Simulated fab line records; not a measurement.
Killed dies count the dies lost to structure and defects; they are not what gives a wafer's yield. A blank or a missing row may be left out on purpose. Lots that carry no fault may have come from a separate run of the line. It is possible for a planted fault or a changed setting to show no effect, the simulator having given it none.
fab line records	flow sky130	part 1 of 2: steps 1 to 29 of 41
record: lots: 5	wafers: 15	last_day: 50
route steps=708 shown CAPM@539 METAL3@555 VIA3@573
lots with no fault: from the same line, run without faults
start_h: hours from the record's opening day to when the first of the lot's shown wafers began	wait_h: time in hours since the lot's previous step	" same as the row above	L1.1+2: a single row standing in for several wafers	- no value, or no start was given	* or withheld: withheld	< > ~ a bound
route shown NAME@n: a module of which the file shows steps, and the number in the route of the first	usual: mean and standard deviation over wafers with no fault	same: alike in all rows	chamber/n: place in a boat	sites: each site's reading	_std_site: how widely they spread, as a standard deviation	_edge_site: outer sites' mean less inner sites'	radius_mm: for every site, how far away it sits from the centre of the wafer	mask NAME#n: copy n	behind: the last tool/chamber to shape the wafer	hold: what put the lot on hold/how long, in hours/how the hold closed	device: names the non-switching transistor (n, p or np)	end of line: the same wafers' tests at the end of the route	where a step has no rows: the recipe by itself	killed: dies lost to structure and defects at the first sort, not the wafer's yield	map: a wafer's dies, x killed, . not, _ none there
set.NAME: the setting as run; set.NAME@STEP: as run at that earlier step	model.NAME: the simulator's own value behind a step, which no gauge read
lots seen at some steps along the route; tables by step, rows by wafer
services: when a tool's chamber went out of use (start_h, in hours from the record's first day, below 0 if earlier), for how many hours, and the reason
== steps ==
step: SKY_CAPM_SPUTTER_02
recipe: material: TiN	target_thk_nm: 200	temp_c: 300	power_w: 6500	time_s: 166.7	chamber_pressure_pa: 0.4
usual: throttle_valve_pct: 29.7/1.5
lot.wafer	tool	chamber	start_h	wait_h	throttle_valve_pct
L079.3	pvd_sputter-01	-	890.01	0.0	31.6
L079.4	"	-	"	"	30.9
L079.5	"	-	"	"	31.1
L091.1	pvd_sputter-04	-	979.52	0.1	30.4
L091.2	"	-	"	"	30.0
L091.4	"	-	"	"	30.3
L094.4	pvd_sputter-04	-	991.48	0.0	30.6
L094.5	"	-	"	"	28.0
L094.6	"	-	"	"	30.5
L095.1	pvd_sputter-04	-	998.56	0.1	30.2
L095.5	"	-	"	"	30.3
L095.6	"	-	"	"	30.2
L097.2	pvd_sputter-04	-	1015.35	0.0	28.0
L097.3	"	-	"	"	30.0
L097.5	"	-	"	"	27.8
step: SKY_CAPM_RS_MEAS_03
recipe: thk_meas_gauge: four-point-probe	reads: TiN_of_CAPM_SPUTTER_02
usual: CAPM_TIN_RS: 6.92/0.089
lot.wafer	tool	chamber	start_h	wait_h	CAPM_TIN_RS[ohm/sq]
L079.3	film_metro-02	-	890.16	0.1	6.91
L079.4	"	-	"	"	6.80
L079.5	"	-	"	"	6.77
L091.1	film_metro-02	-	979.63	0.1	6.85
L091.2	"	-	"	"	6.89
L091.4	"	-	"	"	6.97
L094.4	film_metro-02	-	991.65	0.1	6.85
L094.5	"	-	"	"	6.87
L094.6	"	-	"	"	6.82
L095.1	film_metro-02	-	998.67	0.1	7.03
L095.5	"	-	"	"	7.01
L095.6	"	-	"	"	7.06
L097.2	film_metro-02	-	1015.48	0.1	6.85
L097.3	"	-	"	"	6.90
L097.5	"	-	"	"	6.82
step: SKY_CAPM_THK_MEAS_04
recipe: thk_meas_gauge: xrf	reads: TiN_of_CAPM_SPUTTER_02
usual: CAPM_TIN_THK: 199.6/2.5
lot.wafer	tool	chamber	start_h	wait_h	CAPM_TIN_THK[nm]
L079.3	film_metro-02	-	890.26	0.1	199.8
L079.4	"	-	"	"	202.8
L079.5	"	-	"	"	203.9
L091.1	film_metro-02	-	979.75	0.1	199.4
L091.2	"	-	"	"	199.1
L091.4	"	-	"	"	196.1
L094.4	film_metro-02	-	991.74	0.1	201.1
L094.5	"	-	"	"	200.3
L094.6	"	-	"	"	202.2
L095.1	film_metro-02	-	998.79	0.1	196.0
L095.5	"	-	"	"	196.4
L095.6	"	-	"	"	195.5
L097.2	film_metro-02	-	1015.59	0.1	202.2
L097.3	"	-	"	"	199.8
L097.5	"	-	"	"	201.9
step: SKY_CAPM_DEHYDRATE_05
recipe: temp_c: 200	time_s: 60
lot.wafer	tool	chamber	start_h	wait_h
L079.3+4+5	litho_track-02	0	902.38	12.1
L091.1+2+4	litho_track-02	0	990.78	11.0
L094.4+5+6	litho_track-01	0	1002.80	11.0
L095.1+5+6	litho_track-01	0	1010.07	11.3
L097.2+3+5	litho_track-01	0	1025.80	10.2
step: SKY_CAPM_HMDS_06
recipe: prime_time_s: 60	prime_temp_c: 120
usual: prime_temp_c: 120.00/0.12
lot.wafer	tool	chamber	start_h	wait_h	prime_temp_c
L079.3	litho_track-02	0	902.53	0.1	119.94
L079.4	"	0	"	"	119.97
L079.5	"	0	"	"	119.93
L091.1	litho_track-02	0	990.93	0.1	120.17
L091.2	"	0	"	"	119.90
L091.4	"	0	"	"	120.09
L094.4	litho_track-01	0	1002.95	0.1	119.97
L094.5	"	0	"	"	119.98
L094.6	"	0	"	"	119.83
L095.1	litho_track-01	0	1010.22	0.1	120.15
L095.5	"	0	"	"	119.98
L095.6	"	0	"	"	120.00
L097.2	litho_track-01	0	1025.95	0.1	120.17
L097.3	"	0	"	"	120.08
L097.5	"	0	"	"	120.10
step: SKY_CAPM_COAT_07
recipe: resist: NOVOLAK	spin_rpm: 3000	resist_thk_nm: 1140
lot.wafer	tool	chamber	start_h	wait_h
L079.3+4+5	litho_track-02	0	902.68	0.1
L091.1+2+4	litho_track-02	0	991.08	0.1
L094.4+5+6	litho_track-01	0	1003.10	0.1
L095.1+5+6	litho_track-01	0	1010.37	0.1
L097.2+3+5	litho_track-01	0	1026.10	0.1
step: SKY_CAPM_SOFTBAKE_08
recipe: temp_c: 90	time_s: 60	resist: NOVOLAK
lot.wafer	tool	chamber	start_h	wait_h
L079.3+4+5	litho_track-02	0	902.83	0.1
L091.1+2+4	litho_track-02	0	991.23	0.1
L094.4+5+6	litho_track-01	0	1003.25	0.1
L095.1+5+6	litho_track-01	0	1010.52	0.1
L097.2+3+5	litho_track-01	0	1026.25	0.1
step: SKY_CAPM_EXPOSE_09
recipe: mask_id: CAPM	na: 0.6	source_shape: conventional	sigma_outer: 0.6	polarization: unpolarized	target_cd_nm: 1000	dose_mj: 159
lot.wafer	tool	chamber	start_h	wait_h	mask
L079.3+4+5	iline_stepper-02	0	-	-	CAPM#0
L091.1+2+4	iline_stepper-02	0	-	-	CAPM#0
L094.4+5+6	iline_stepper-02	0	-	-	CAPM#0
L095.1+5+6	iline_stepper-02	0	-	-	CAPM#0
L097.2+3+5	iline_stepper-01	0	-	-	CAPM#0
step: SKY_CAPM_PEB_10
recipe: temp_c: withheld	time_s: *	resist: NOVOLAK
lot.wafer	tool	chamber	start_h	wait_h
L079.3+4+5	litho_track-02	0	-	-
L091.1+2+4	litho_track-01	0	-	-
L094.4+5+6	litho_track-01	0	-	-
L095.1+5+6	litho_track-04	0	-	-
L097.2+3+5	litho_track-02	0	-	-
step: SKY_CAPM_DEVELOP_11
recipe: resist: NOVOLAK	developer: TMAH	develop_time_s: 60	dev_temp_c: 23
lot.wafer	tool	chamber	start_h	wait_h
L079.3+4+5	litho_track-02	0	915.23	0.1
L091.1+2+4	litho_track-01	0	1002.57	0.1
L094.4+5+6	litho_track-01	0	1014.65	0.1
L095.1+5+6	litho_track-04	0	1021.59	0.1
L097.2+3+5	litho_track-02	0	1037.56	0.1
step: SKY_CAPM_OVL_MEAS_12
usual: CAPM_OVL: -0.7/1.3
lot.wafer	tool	chamber	start_h	wait_h	CAPM_OVL[nm]
L079.3	overlay-02	-	915.34	0.1	-1.6
L079.4	"	-	"	"	2.3
L079.5	"	-	"	"	-2.5
L091.1	overlay-02	-	1002.72	0.1	-2.4
L091.2	"	-	"	"	-1.0
L091.4	"	-	"	"	-1.2
L094.4	overlay-02	-	1014.74	0.1	-0.7
L094.5	"	-	"	"	-1.5
L094.6	"	-	"	"	-2.2
L095.1	overlay-02	-	1021.74	0.1	0.7
L095.5	"	-	"	"	-0.2
L095.6	"	-	"	"	0.3
L097.2	overlay-01	-	1037.69	0.1	-2.3
L097.3	"	-	"	"	-3.1
L097.5	"	-	"	"	-2.3
step: SKY_CAPM_METAL_ETCH_13
recipe: target_depth_nm: 220	stop_on: SiO2	chemistry: Cl2/BCl3	target: TiN	pressure_mtorr: 10	icp_w: 900	bias_w: 48.5	Cl2_flow_sccm: 60	bcl3_flow_sccm: 30	time_s: 62.9
usual: chamber_pressure_mTorr: 10.000/0.012	drypump_motor_current_A: 5.7/0.51	oes_product_au: 0.940/0.0087	throttle_valve_pct: 21.903/0.01
lot.wafer	tool	chamber	start_h	wait_h	chamber_pressure_mTorr	drypump_motor_current_A	oes_product_au	rf_hours_counter_h	throttle_valve_pct
L079.3	rie_metal-01	0	915.39	0.0	9.989	6.3	0.938	-	21.923
L079.4	"	1	"	"	10.004	5.0	0.949	-	21.875
L079.5	"	1	"	"	9.993	5.0	0.959	-	21.905
L091.1	rie_metal-02	0	1002.76	0.0	9.992	6.3	0.943	2	21.905
L091.2	"	1	"	"	10.013	5.4	0.937	15	21.885
L091.4	"	1	"	"	10.013	5.4	0.938	-	21.904
L094.4	rie_metal-02	0	1014.79	0.0	9.997	6.3	0.944	-	21.907
L094.5	"	0	"	"	10.003	6.3	0.948	-	21.896
L094.6	"	1	"	"	10.003	5.4	0.949	-	21.895
L095.1	rie_metal-03	0	1021.77	0.0	10.029	5.5	0.929	11	21.902
L095.5	"	1	"	"	10.013	5.6	0.932	-	21.905
L095.6	"	0	"	"	10.000	5.5	0.932	-	21.921
L097.2	rie_metal-02	1	1037.72	0.0	10.002	5.4	0.947	17	21.911
L097.3	"	1	"	"	9.986	5.4	0.940	-	21.909
L097.5	"	0	"	"	9.992	6.3	0.955	-	21.901
step: SKY_CAPM_STRIP_14
recipe: chemistry: O2/N2	power_w: 1400	pressure_mtorr: 1500	platen_temp_c: withheld	o2_flow_sccm: 3000	n2_flow_sccm: 300	overash_fraction: 0.5
usual: chamber_pressure_mTorr: 1500.0/1.2	drypump_motor_current_A: 5.7/0.57	oes_product_au: 0.710/0.0043	strip_time_to_endpoint_s: 12.65/0.044
lot.wafer	tool	chamber	start_h	wait_h	chamber_pressure_mTorr	drypump_motor_current_A	oes_product_au	rf_hours_counter_h	strip_time_to_endpoint_s
L079.3	plasma_asher-01	0	915.48	0.1	1500.2	5.2	0.713	-	12.70
L079.4	"	1	"	"	1500.4	5.5	0.708	-	12.72
L079.5	"	1	"	"	1501.6	5.5	0.720	-	12.72
L091.1	plasma_asher-02	1	1002.84	0.1	1500.0	5.8	0.703	85	12.64
L091.2	"	0	"	"	1500.2	6.3	0.714	85	12.66
L091.4	"	0	"	"	1501.5	6.4	0.709	-	12.69
L094.4	plasma_asher-04	1	1014.87	0.1	1503.2	5.3	0.706	-	12.67
L094.5	"	1	"	"	1498.4	5.3	0.714	-	12.63
L094.6	"	0	"	"	1499.0	6.8	0.713	-	12.66
L095.1	plasma_asher-04	1	1021.85	0.1	1498.2	5.2	0.708	124	12.67
L095.5	"	1	"	"	1498.1	5.2	0.701	-	12.65
L095.6	"	0	"	"	1499.3	6.8	0.715	-	12.65
L097.2	plasma_asher-01	0	1037.79	0.1	1500.3	5.2	0.709	57	12.63
L097.3	"	1	"	"	1498.8	5.4	0.711	-	12.64
L097.5	"	0	"	"	1500.3	5.2	0.718	-	12.63
step: SKY_CAPM_STRIP_15
recipe: chemistry: post_etch_residue_remover	time_s: 1200	temp_c: 72.5
lot.wafer	tool	chamber	start_h	wait_h
L079.3+4+5	wet_bench-02	3	915.54	0.0
L091.1+2+4	wet_bench-03	1	1002.94	0.1
L094.4+5+6	wet_bench-03	0	1014.94	0.0
L095.1+5+6	wet_bench-01	1	1021.95	0.1
L097.2+3+5	wet_bench-02	3	1037.89	0.1
step: SKY_CAPM_CLEAN_16
recipe: chemistry: IPA	time_s: 180	temp_c: 25
lot.wafer	tool	chamber	start_h	wait_h
L079.3+4+5	wet_bench-01	2	915.89	0.0
L091.1+2+4	wet_bench-01	0	1003.28	0.0
L094.4+5+6	wet_bench-01	1	1015.31	0.0
L095.1+5+6	wet_bench-03	2	1022.32	0.0
L097.2+3+5	wet_bench-01	2	1038.24	0.0
step: SKY_CAPM_CLEAN_17
recipe: chemistry: O3/DIW	dry: n2_spin
lot.wafer	tool	chamber	start_h	wait_h
L079.3+4+5	wet_bench-02	1	915.94	0.0
L091.1+2+4	wet_bench-03	1	1003.34	0.0
L094.4+5+6	wet_bench-02	1	1015.37	0.0
L095.1+5+6	wet_bench-02	0	1022.38	0.0
L097.2+3+5	wet_bench-03	2	1038.30	0.0
step: SKY_METAL3_DEHYDRATE_05
recipe: temp_c: 200	time_s: 60
lot.wafer	tool	chamber	start_h	wait_h
L079.3+4+5	litho_track-02	0	927.58	11.5
L091.1+2+4	litho_track-02	0	1014.18	10.8
L094.4+5+6	litho_track-04	0	1026.01	10.5
L095.1+5+6	litho_track-03	0	1033.02	10.5
L097.2+3+5	litho_track-02	0	1048.86	10.5
step: SKY_METAL3_HMDS_06
recipe: prime_time_s: 60	prime_temp_c: 120
usual: prime_temp_c: 120.02/0.13
lot.wafer	tool	chamber	start_h	wait_h	prime_temp_c
L079.3	litho_track-02	0	927.73	0.1	119.88
L079.4	"	0	"	"	119.80
L079.5	"	0	"	"	119.86
L091.1	litho_track-02	0	1014.33	0.1	119.91
L091.2	"	0	"	"	119.95
L091.4	"	0	"	"	120.08
L094.4	litho_track-04	0	1026.16	0.1	119.86
L094.5	"	0	"	"	119.84
L094.6	"	0	"	"	119.94
L095.1	litho_track-03	0	1033.17	0.1	119.91
L095.5	"	0	"	"	120.07
L095.6	"	0	"	"	119.90
L097.2	litho_track-02	0	1049.01	0.1	120.24
L097.3	"	0	"	"	120.10
L097.5	"	0	"	"	120.12
step: SKY_METAL3_COAT_07
recipe: resist: BARC	temp_c: withheld	time_s: withheld	spin_rpm: 3000	resist_thk_nm: 60
lot.wafer	tool	chamber	start_h	wait_h
L079.3+4+5	litho_track-02	0	927.88	0.1
L091.1+2+4	litho_track-02	0	1014.48	0.1
L094.4+5+6	litho_track-04	0	1026.31	0.1
L095.1+5+6	litho_track-03	0	1033.32	0.1
L097.2+3+5	litho_track-02	0	1049.16	0.1
step: SKY_METAL3_COAT_08
recipe: resist: KrF-thick	spin_rpm: 3000	resist_thk_nm: 1140
lot.wafer	tool	chamber	start_h	wait_h
L079.3+4+5	litho_track-02	0	-	-
L091.1+2+4	litho_track-02	0	-	-
L094.4+5+6	litho_track-04	0	-	-
L095.1+5+6	litho_track-03	0	-	-
L097.2+3+5	litho_track-02	0	-	-
step: SKY_METAL3_SOFTBAKE_09
recipe: temp_c: 100	time_s: 90	resist: KrF-thick
lot.wafer	tool	chamber	start_h	wait_h
L079.3+4+5	litho_track-02	0	-	-
L091.1+2+4	litho_track-02	0	-	-
L094.4+5+6	litho_track-04	0	-	-
L095.1+5+6	litho_track-03	0	-	-
L097.2+3+5	litho_track-02	0	-	-
step: SKY_METAL3_EXPOSE_10
recipe: mask_id: MM3	na: 0.68	source_shape: annular	sigma_inner: 0.4	sigma_outer: 0.8	target_cd_nm: 300	dose_mj: 28
lot.wafer	tool	chamber	start_h	wait_h	mask
L079.3+4+5	krf_scanner-01	0	-	-	MM3#0
L091.1+2+4	krf_scanner-02	0	-	-	MM3#0
L094.4+5+6	krf_scanner-01	0	-	-	MM3#0
L095.1+5+6	krf_scanner-01	0	-	-	MM3#0
L097.2+3+5	krf_scanner-02	0	-	-	MM3#0
step: SKY_METAL3_PEB_11
recipe: peb_temp_c: withheld	peb_time_s: withheld	resist: KrF-thick
lot.wafer	tool	chamber	start_h	wait_h
L079.3+4+5	litho_track-02	0	-	-
L091.1+2+4	litho_track-02	0	-	-
L094.4+5+6	litho_track-04	0	-	-
L095.1+5+6	litho_track-03	0	-	-
L097.2+3+5	litho_track-03	0	-	-
step: SKY_METAL3_DEVELOP_12
recipe: develop_time_s: 60	resist: KrF-thick	dev_temp_c: 21
lot.wafer	tool	chamber	start_h	wait_h
L079.3+4+5	litho_track-02	0	-	-
L091.1+2+4	litho_track-02	0	-	-
L094.4+5+6	litho_track-04	0	-	-
L095.1+5+6	litho_track-03	0	-	-
L097.2+3+5	litho_track-03	0	-	-
step: SKY_METAL3_CD_MEAS_13
recipe: target_cd_nm: 300
usual: cd_nm: 300.3/1.6
lot.wafer	tool	chamber	start_h	wait_h	cd_nm
L079.3	cd_sem-01	-	940.32	-	301.1
L079.4	"	-	"	"	299.2
L079.5	"	-	"	"	299.2
L091.1	cd_sem-01	-	1026.18	-	301.7
L091.2	"	-	"	"	301.6
L091.4	"	-	"	"	303.1
L094.4	cd_sem-01	-	1037.95	-	297.4
L094.5	"	-	"	"	298.7
L094.6	"	-	"	"	298.2
L095.1	cd_sem-02	-	1044.57	-	300.0
L095.5	"	-	"	"	300.1
L095.6	"	-	"	"	298.5
L097.2	cd_sem-02	-	1060.69	-	302.7
L097.3	"	-	"	"	301.9
L097.5	"	-	"	"	301.6
step: SKY_METAL3_OVL_MEAS_14
usual: METAL3_OVL: -1/6
lot.wafer	tool	chamber	start_h	wait_h	METAL3_OVL[nm]
L079.3	overlay-02	-	940.41	0.1	3
L079.4	"	-	"	"	11
L079.5	"	-	"	"	3
L091.1	overlay-01	-	1026.30	0.1	-12
L091.2	"	-	"	"	-6
L091.4	"	-	"	"	-9
L094.4	overlay-01	-	1038.02	0.1	2
L094.5	"	-	"	"	-5
L094.6	"	-	"	"	3
L095.1	overlay-01	-	1044.69	0.1	4
L095.5	"	-	"	"	8
L095.6	"	-	"	"	-7
L097.2	overlay-01	-	1060.80	0.1	-10
L097.3	"	-	"	"	3
L097.5	"	-	"	"	0
step: SKY_METAL3_DESCUM_15
recipe: chemistry: O2	source_power_w: 150	bias_power_w: 0	pressure_mtorr: 10	temp_c: 40	time_s: 8
usual: chamber_pressure_mTorr: 10.001/0.0084	drypump_motor_current_A: 5.8/0.52	oes_product_au: 1.000/0.014
lot.wafer	tool	chamber	start_h	wait_h	chamber_pressure_mTorr	drypump_motor_current_A	oes_product_au	rf_hours_counter_h
L079.3	rie_metal-02	1	940.46	0.0	10.011	5.3	1.009	-
L079.4	"	1	"	"	10.004	5.4	1.006	-
L079.5	"	1	"	"	10.010	5.4	1.009	-
L091.1	rie_metal-01	0	1026.34	0.0	10.019	6.3	1.007	14
L091.2	"	1	"	"	10.000	5.0	0.978	11
L091.4	"	1	"	"	9.998	5.0	0.989	-
L094.4	rie_metal-01	1	1038.05	0.0	10.007	5.0	0.992	-
L094.5	"	1	"	"	9.999	5.0	0.981	-
L094.6	"	0	"	"	10.006	6.3	0.992	-
L095.1	rie_metal-04	1	1044.73	0.0	10.009	6.0	0.989	17
L095.5	"	0	"	"	9.982	6.2	1.012	-
L095.6	"	1	"	"	9.986	6.0	0.999	-
L097.2	rie_metal-02	0	1060.83	0.0	9.980	6.3	1.011	5
L097.3	"	0	"	"	10.004	6.3	0.998	-
L097.5	"	0	"	"	10.004	6.3	1.014	-
step: SKY_METAL3_ETCH_16
recipe: chemistry: N2/H2	target: BARC	ion_energy_ev: 200	bias_w: 100	pressure_mtorr: 30	n2_flow_sccm: 100	h2_flow_sccm: 200	icp_w: 500	stop_on: SiO2	time_s: 88.2	target_depth_a: 600
usual: chamber_pressure_mTorr: 29.995/0.025	drypump_motor_current_A: 5.8/0.52	oes_product_au: 0.625/0.0045	throttle_valve_pct: 13.205/0.0086
lot.wafer	tool	chamber	start_h	wait_h	chamber_pressure_mTorr	drypump_motor_current_A	oes_product_au	rf_hours_counter_h	throttle_valve_pct
L079.3	rie_metal-02	1	940.57	0.1	29.988	5.4	0.628	-	13.202
L079.4	"	1	"	"	30.012	5.4	0.623	-	13.207
L079.5	"	1	"	"	30.013	5.4	0.624	-	13.209
L091.1	rie_metal-01	0	1026.37	0.0	30.015	6.3	0.629	14	13.205
L091.2	"	1	"	"	30.005	5.0	0.630	11	13.197
L091.4	"	1	"	"	30.003	5.0	0.635	-	13.210
L094.4	rie_metal-01	1	1038.11	0.0	29.992	5.0	0.630	-	13.205
L094.5	"	1	"	"	30.011	5.0	0.623	-	13.210
L094.6	"	0	"	"	30.002	6.3	0.621	-	13.208
L095.1	rie_metal-04	1	1044.76	0.0	29.949	6.0	0.621	17	13.202
L095.5	"	0	"	"	30.007	6.2	0.615	-	13.212
L095.6	"	1	"	"	30.066	6.0	0.623	-	13.210
L097.2	rie_metal-02	0	1060.86	0.0	29.985	6.3	0.625	5	13.213
L097.3	"	0	"	"	29.942	6.3	0.625	-	13.204
L097.5	"	0	"	"	30.016	6.3	0.629	-	13.193
step: SKY_METAL3_ETCH_17
recipe: target: SiO2	stop_on: TiN	chemistry: C4F8/O2/Ar	source_w: 1500	bias_w: 1200	pressure_mtorr: 40	c4f8_flow_sccm: withheld	O2_flow_sccm: 6	Ar_flow_sccm: 300	time_s: 3.9	target_depth_a: 150
usual: chamber_pressure_mTorr: 40.00/0.038	oes_product_au: 0.753/0.0075
lot.wafer	tool	chamber	start_h	wait_h	chamber_pressure_mTorr	oes_product_au	rf_hours_counter_h
L079.3	rie_diel-04	2	940.70	0.1	40.02	0.749	23
L079.4	"	0	"	"	39.93	0.737	10
L079.5	"	2	"	"	40.06	0.753	-
L091.1	rie_diel-03	2	1026.47	0.1	39.99	0.747	6
L091.2	"	1	"	"	39.98	0.748	8
L091.4	"	3	"	"	40.01	0.760	8
L094.4	rie_diel-04	1	1038.17	0.0	40.02	0.758	12
L094.5	"	1	"	"	40.06	0.758	-
L094.6	"	0	"	"	40.02	0.755	-
L095.1	rie_diel-01	0	1044.86	0.1	39.95	0.737	21
L095.5	"	1	"	"	40.05	0.754	-
L095.6	"	2	"	"	40.05	0.758	-
L097.2	rie_diel-04	1	1060.96	0.1	39.99	0.758	13
L097.3	"	3	"	"	39.96	0.756	27
L097.5	"	3	"	"	39.88	0.754	-
